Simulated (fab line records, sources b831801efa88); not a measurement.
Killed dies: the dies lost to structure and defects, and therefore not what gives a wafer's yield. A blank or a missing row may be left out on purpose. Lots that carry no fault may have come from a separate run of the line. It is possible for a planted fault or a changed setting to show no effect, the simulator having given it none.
fab line records    flow sky130
record: lots: 5  wafers: 15  last_day: 50
route steps=708 shown VT_ADJUST_PCH@146 SONOS_TUNNEL@154 PAD_OPEN@708
lots with no fault: from the same line, run without faults
start_h: start of the lot's first displayed wafer, in hours after the record's first day    wait_h: hours elapsed since this lot's preceding step    " unchanged from the row above    L1.1+2: a single row standing in for several wafers    - no value present, or no start provided    * or withheld: withheld    < > ~ a bound
route shown NAME@n: NAME is a module with steps in the file, n the number in the route of the first one    usual: mean/standard deviation taken from wafers without a fault    same: alike in all rows    chamber/n: place in a boat    sites: per-site readings    _std_site: the values' standard deviation    _edge_site: outer sites' mean less inner sites'    radius_mm: for every site, how far away it sits from the centre of the wafer    mask NAME#n: copy n    behind: the tool/chamber that last shaped the wafer    hold: the reason the lot was held/the length of the hold in hours/how it ended    device: the transistor (n, p or np) that didn't switch    end of line: tests of these same wafers at the route's end    a step with no rows: only its recipe    killed: not the wafer's yield, but the dies lost to structure and defects at the first sort    map: a wafer's dies, marking killed ones x, the rest . and places with no die _
set.NAME: setting as actually run; set.NAME@STEP: the setting as run at that earlier step    model.NAME: the simulator's own value behind a step, which no gauge read
a table for each step, a row for each wafer; lots at some steps of the route
services: when a tool's chamber went out of use (start_h, in hours from the record's first day, below 0 if earlier), for how many hours, and the reason
== steps ==
step: SKY_VT_ADJUST_PCH_SOFTBAKE_03
recipe: temp_c: 110  time_s: withheld
step: SKY_VT_ADJUST_PCH_EXPOSE_04
recipe: mask_id: NWM  na: 0.6  source_shape: conventional  sigma_outer: 0.6  polarization: unpolarized  target_cd_nm: 840  dose_mj: 255
step: SKY_VT_ADJUST_PCH_PEB_05
recipe: temp_c: 115  time_s: withheld
step: SKY_VT_ADJUST_PCH_DEVELOP_06
recipe: wall_angle_deg: 90  developer: TMAH  develop_time_s: 60  dev_temp_c: 23
step: SKY_VT_ADJUST_PCH_OVL_MEAS_07
usual: VT_ADJUST_PCH_OVL: 0.3/1.3
lot.wafer  tool        chamber  start_h  wait_h  VT_ADJUST_PCH_OVL[nm]
L154.2     overlay-01  -        241.48   -       0.4
L154.5     "           -        "        "       0.3
L154.6     "           -        "        "       2.2
L156.1     overlay-01  -        256.88   -       2.2
L156.2     "           -        "        "       1.2
L156.6     "           -        "        "       -0.7
L164.1     overlay-02  -        313.50   -       0.1
L164.2     "           -        "        "       1.7
L164.4     "           -        "        "       1.3
L170.1     overlay-01  -        360.35   -       -0.7
L170.3     "           -        "        "       1.6
L170.5     "           -        "        "       -0.1
L175.1     overlay-02  -        396.33   -       0.6
L175.3     "           -        "        "       0.8
L175.6     "           -        "        "       -0.6
step: SKY_VT_ADJUST_PCH_IMPLANT_08
recipe: species: B  energy_kev: 10  dose_cm2: 5e+11  tilt_deg: withheld
step: SKY_VT_ADJUST_PCH_STRIP_09
recipe: chemistry: O2/N2  power_w: 1400  pressure_mtorr: 1500  platen_temp_c: withheld  o2_flow_sccm: 3000  n2_flow_sccm: 300  overash_fraction: 0.5
usual: drypump_motor_current_A: 5.7/0.34  oes_product_au: 0.722/0.0048  strip_time_to_endpoint_s: 36.92/0.099
lot.wafer  tool             chamber  start_h  wait_h  drypump_motor_current_A  oes_product_au  rf_hours_counter_h  strip_time_to_endpoint_s
L154.2     plasma_asher-01  0        241.66   0.1     5.3                      0.717           57                  37.04
L154.5     "                0        "        "       5.3                      0.721           -                   37.11
L154.6     "                1        "        "       5.6                      0.726           -                   37.10
L156.1     plasma_asher-02  1        257.06   0.1     5.7                      0.720           13                  36.93
L156.2     "                0        "        "       5.3                      0.720           13                  36.97
L156.6     "                1        "        "       5.7                      0.717           -                   36.92
L164.1     plasma_asher-01  0        313.69   0.1     5.3                      0.723           62                  36.92
L164.2     "                1        "        "       5.6                      0.717           62                  36.85
L164.4     "                0        "        "       5.3                      0.732           -                   36.89
L170.1     plasma_asher-04  1        360.54   0.1     6.2                      0.727           69                  36.91
L170.3     "                0        "        "       5.9                      0.732           -                   36.90
L170.5     "                0        "        "       5.9                      0.717           -                   37.03
L175.1     plasma_asher-04  1        396.51   0.1     6.2                      0.718           72                  36.81
L175.3     "                0        "        "       5.9                      0.716           -                   36.97
L175.6     "                0        "        "       5.9                      0.722           -                   36.97
step: SKY_VT_ADJUST_PCH_TW_MEAS_10
usual: VT_ADJUST_PCH_TW: 142.9/1
lot.wafer  tool           chamber  start_h  wait_h  VT_ADJUST_PCH_TW
L154.2     film_metro-02  -        241.77   0.1     143.1
L154.5     "              -        "        "       143.4
L154.6     "              -        "        "       143.5
L156.1     film_metro-03  -        257.16   0.1     142.0
L156.2     "              -        "        "       141.7
L156.6     "              -        "        "       141.6
L164.1     film_metro-01  -        313.79   0.1     143.3
L164.2     "              -        "        "       143.2
L164.4     "              -        "        "       143.4
L170.1     film_metro-03  -        360.64   0.1     142.5
L170.3     "              -        "        "       143.1
L170.5     "              -        "        "       142.4
L175.1     film_metro-03  -        396.61   0.1     141.5
L175.3     "              -        "        "       142.1
L175.6     "              -        "        "       142.9
step: SKY_SONOS_TUNNEL_DEHYDRATE_00
recipe: temp_c: 200  time_s: 60
step: SKY_SONOS_TUNNEL_HMDS_01
recipe: prime_time_s: 60  prime_temp_c: 120
step: SKY_SONOS_TUNNEL_COAT_02
recipe: resist: NOVOLAK  spin_rpm: 3000  resist_thk_nm: 1140
step: SKY_SONOS_TUNNEL_SOFTBAKE_03
recipe: temp_c: 90  time_s: 60  resist: NOVOLAK
step: SKY_SONOS_TUNNEL_EXPOSE_04
recipe: mask_id: TUNM  na: 0.6  source_shape: conventional  sigma_outer: 0.6  polarization: unpolarized  target_cd_nm: 410  dose_mj: 136
lot.wafer   tool              chamber  start_h  wait_h  mask
L154.2+5+6  iline_stepper-02  0        253.95   -       TUNM#0
L156.1+2+6  iline_stepper-01  0        269.16   -       TUNM#0
L164.1+2+4  iline_stepper-02  0        326.79   -       NWM#0
L170.1+3+5  iline_stepper-01  0        374.99   -       TUNM#0
L175.1+3+6  iline_stepper-01  0        411.88   -       TUNM#0
step: SKY_SONOS_TUNNEL_PEB_05
recipe: temp_c: withheld  time_s: *  resist: NOVOLAK
step: SKY_SONOS_TUNNEL_DEVELOP_06
recipe: resist: NOVOLAK  developer: TMAH  develop_time_s: 60  dev_temp_c: 23
step: SKY_SONOS_TUNNEL_CD_MEAS_07
recipe: target_cd_nm: 410
usual: cd_nm: 409.3/2.5
lot.wafer  tool       chamber  start_h  wait_h  cd_nm
L154.2     cd_sem-02  -        265.55   0.1     409.2
L154.5     "          -        "        "       411.3
L154.6     "          -        "        "       414.0
L156.1     cd_sem-02  -        280.74   0.1     408.8
L156.2     "          -        "        "       409.4
L156.6     "          -        "        "       410.1
L164.1     cd_sem-02  -        339.09   0.1     -
L164.2     "          -        "        "       -
L164.4     "          -        "        "       -
L170.1     cd_sem-02  -        388.24   0.1     405.3
L170.3     "          -        "        "       407.5
L170.5     "          -        "        "       405.3
L175.1     cd_sem-01  -        426.08   0.1     409.2
L175.3     "          -        "        "       408.8
L175.6     "          -        "        "       407.3
step: SKY_SONOS_TUNNEL_OVL_MEAS_08
usual: SONOS_TUNNEL_OVL: -0.6/1.5
lot.wafer  tool        chamber  start_h  wait_h  SONOS_TUNNEL_OVL[nm]
L154.2     overlay-02  -        265.65   0.1     0.0
L154.5     "           -        "        "       1.3
L154.6     "           -        "        "       -0.7
L156.1     overlay-02  -        280.86   0.1     -0.7
L156.2     "           -        "        "       -0.1
L156.6     "           -        "        "       0.2
L164.1     overlay-02  -        339.21   0.1     -
L164.2     "           -        "        "       -
L164.4     "           -        "        "       -
L170.1     overlay-01  -        388.36   0.1     2.3
L170.3     "           -        "        "       2.1
L170.5     "           -        "        "       2.0
L175.1     overlay-01  -        426.20   0.1     -3.2
L175.3     "           -        "        "       -2.9
L175.6     "           -        "        "       -3.2
step: SKY_SONOS_TUNNEL_IMPLANT_09
recipe: species: B  energy_kev: 20  dose_cm2: 1e+12  tilt_deg: withheld
step: SKY_SONOS_TUNNEL_WET_ETCH_10
recipe: chemistry: dHF  target_depth_nm: 14  target: SiO2  dilution: 100:1  temp_c: 25  time_s: 280
step: SKY_SONOS_TUNNEL_STRIP_11
recipe: chemistry: SPM  time_s: 600  temp_c: 130
step: SKY_SONOS_TUNNEL_TW_MEAS_12
usual: SONOS_TUNNEL_TW: 198.5/1.1
lot.wafer  tool           chamber  start_h  wait_h  hold                      SONOS_TUNNEL_TW
L154.2     film_metro-04  -        266.13   0.0     -                         198.6
L154.5     "              -        "        "       -                         198.0
L154.6     "              -        "        "       -                         197.1
L156.1     film_metro-01  -        281.30   0.0     -                         199.7
L156.2     "              -        "        "       -                         198.8
L156.6     "              -        "        "       -                         200.1
L164.1     film_metro-02  -        339.65   0.0     await_dispo/0.2h/release  30.2
L164.2     "              -        "        "       await_dispo/0.2h/release  30.1
L164.4     "              -        "        "       await_dispo/0.2h/release  30.1
L164.1     film_metro-02  -        339.89   0.2     -                         30.1
L164.2     "              -        "        "       -                         30.1
L164.4     "              -        "        "       -                         30.0
L170.1     film_metro-04  -        388.80   0.0     -                         196.3
L170.3     "              -        "        "       -                         197.2
L170.5     "              -        "        "       -                         197.1
L175.1     film_metro-04  -        426.64   0.0     -                         197.2
L175.3     "              -        "        "       -                         196.6
L175.6     "              -        "        "       -                         195.8
step: SKY_PAD_OPEN_PROBE_99
usual: defect_limited_yield: 82.6/1.9  killed_at_M0_to_M3: 43/7  killed_at_M4_up: 3.1/2  killed_at_contacts: 24/5.3  killed_at_front_end: 15/4.2  killed_at_other: 0.4/0.66  killed_dies: 86/9.5  killed_open: 47/7.4  killed_short: 38/6.2  sort_bin_3_pad_short: 0.9/0.44  sort_bin_5_function: 10.2/1.4  sort_bin_6_memory: 6.4/1.1  sort_n_pass: 406/9.5  sort_yield_pct: 82.6/1.9
same: gross_dies: 492  killed_at_back_side: 0  sort_bin_4_leakage[%]: 0  sort_bin_8_speed[%]: 0
lot.wafer  tool       chamber  start_h  wait_h  defect_limited_yield[%]  killed_at_M0_to_M3  killed_at_M4_up  killed_at_contacts  killed_at_front_end  killed_at_other  killed_dies  killed_open  killed_short  sort_bin_3_pad_short[%]  sort_bin_5_function[%]  sort_bin_6_memory[%]  sort_n_pass  sort_yield_pct[%]
L154.2     prober-01  -        1090.83  0.1     82.3                     46                  2                21                  18                   0                87           50           37            1.0                      11.4                    5.3                   405          82.3
L154.5     prober-01  -        1090.98  0.2     82.3                     43                  3                23                  18                   0                87           47           40            0.4                      10.8                    6.5                   405          82.3
L154.6     prober-01  -        1091.03  0.2     82.9                     41                  3                24                  16                   0                84           43           41            1.0                      10.0                    6.1                   408          82.9
killed by level:class
L154.2 VIA1:geometric_particle:open=14 LI_CONTACT:geometric_particle:open=7 CONTACT:geometric_particle:open=6 VIA2:geometric_particle:open=5 VIA1:geometric_particle:short=5 VIA3:geometric_particle:open=5 SPACER:geometric_particle:short=4 METAL2:geometric_particle:short=4
L154.5 VIA1:geometric_particle:open=9 CONTACT:geometric_particle:open=9 VIA2:geometric_particle:open=8 CONTACT:geometric_particle:short=6 LI_CONTACT:geometric_particle:open=6 METAL1:geometric_particle:short=6 FIELD_ISO:geometric_particle:open=5 FIELD_ISO:geometric_particle:short=5
L154.6 CONTACT:geometric_particle:open=9 VIA2:geometric_particle:open=7 VIA3:geometric_particle:open=7 VIA3:geometric_particle:short=6 FIELD_ISO:geometric_particle:short=5 LI_CONTACT:geometric_particle:open=5 CONTACT:geometric_particle:short=5 POLY_GATE:geometric_particle:open=4
== services ==
tool              chamber  start_h  hours  kind
iline_stepper-01  -        218.81   -      consumable_replace:lamp
plasma_asher-04   -        221.33   4.1    repair
iline_stepper-02  -        233.88   -      calibration
iline_stepper-01  -        250.77   0.8    pm
plasma_asher-01   -        257.98   5.9    repair
plasma_asher-01   -        263.85   15.6   pm
plasma_asher-02   -        277.41   13.9   pm
plasma_asher-01   -        281.63   3.3    repair
iline_stepper-01  0        288.44   -      calibration
plasma_asher-02   -        311.71   8.1    repair
plasma_asher-01   -        321.14   3.2    repair
iline_stepper-02  0        322.60   -      calibration
plasma_asher-04   -        324.07   2.8    pm
plasma_asher-02   -        329.38   4.0    pm
iline_stepper-01  -        329.80   1.7    pm
== key ==
first_sign: step: SKY_SONOS_TUNNEL_EXPOSE_04  reading: mask  direction: changed
effect: step: SKY_SONOS_TUNNEL_CD_MEAS_07  reading: cd_nm  direction: missing
effect: step: SKY_SONOS_TUNNEL_OVL_MEAS_08  reading: SONOS_TUNNEL_OVL  direction: missing
effect: step: SKY_SONOS_TUNNEL_TW_MEAS_12  reading: visit  direction: added
effect: step: SKY_SONOS_TUNNEL_TW_MEAS_12  reading: SONOS_TUNNEL_TW  direction: down  sigmas: 99+  usual: 198.5  struck: 30.1
met_at SKY_SONOS_TUNNEL_EXPOSE_04
struck_wafers L164.1,L164.2,L164.4
scrapped_behind SKY_SONOS_TUNNEL_TW_MEAS_12 L164.1,L164.2,L164.4
onset_between 253.95 326.79
fault: kind: wrong_mask  tool: any  chamber: -  onset_h: 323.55  steps: SKY_SONOS_TUNNEL_EXPOSE_04  aux_copy: NWM#0  scope: struck_lots_only
